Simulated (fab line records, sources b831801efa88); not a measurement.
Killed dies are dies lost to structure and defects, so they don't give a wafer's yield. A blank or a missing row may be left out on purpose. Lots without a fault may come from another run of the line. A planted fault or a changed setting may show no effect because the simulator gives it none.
Which tool did it? | flow gf180mcu | 6 lots, 18 wafers sampled, at 2 steps of a route of 602

WHAT THE GAUGES READ, wafer by wafer
GF_HV_LDD_TW_MEAS_50.
lot  | measured     | on            | HV_LDD_4_TW
L997 | day 12 13:35 | film_metro-04 | 571.8 574.5 574.5
L999 | day 13 06:17 | film_metro-03 | 571.7 572.8 573.5
L101 | day 13 20:45 | film_metro-03 | 574.3 570.3 572.0
L103 | day 14 18:19 | film_metro-01 | 576.1 573.5 575.6
L107 | day 16 11:28 | film_metro-04 | 899.3 906.6 899.8
L109 | day 16 21:30 | film_metro-01 | 903.4 900.9 906.4

WHICH TOOL RAN EACH LOT (tool, then ch and the chambers of the sampled wafers, then the start)
lot  | GF_HV_LDD_IMPLANT_48
L997 | implanter-03 ch 0, day 12 13:20
L999 | implanter-02 ch 0, day 13 06:02
L101 | implanter-02 ch 0, day 13 20:31
L103 | implanter-03 ch 0, day 14 18:05
L107 | implanter-03 ch 0, day 16 11:14
L109 | implanter-04 ch 0, day 16 21:16
- GF_HV_LDD_IMPLANT_48

THE ANSWER, worked out from the rows above alone
Rule: what is usual is taken from the lots themselves. Put in order of their means at a reading, lots are off if they are a third of the lots or fewer, leave a main group of 4 or more, and stand apart from it by a gap of 3 or more times the standard deviation of the main group's means; of several such gaps the widest counts. A main group whose means are all the same, to the digits that the tables above print for the reading, isn't used. A lot without any number at a reading at which 4 lots or more have one is off too. The other lots that the step has rows for count as sound.
Off: L107, L109, at GF_HV_LDD_TW_MEAS_50 (HV_LDD_4_TW). The main group: mean 573.4, standard deviation 1.1.
A tool fits if, at a process step before that reading, it ran every lot that is off, and no sound lot after the first of them. The gauges at GF_HV_LDD_TW_MEAS_50 are tried like those tools. None of those tried fits.

WHAT THE SIMULATOR HAD PUT IN
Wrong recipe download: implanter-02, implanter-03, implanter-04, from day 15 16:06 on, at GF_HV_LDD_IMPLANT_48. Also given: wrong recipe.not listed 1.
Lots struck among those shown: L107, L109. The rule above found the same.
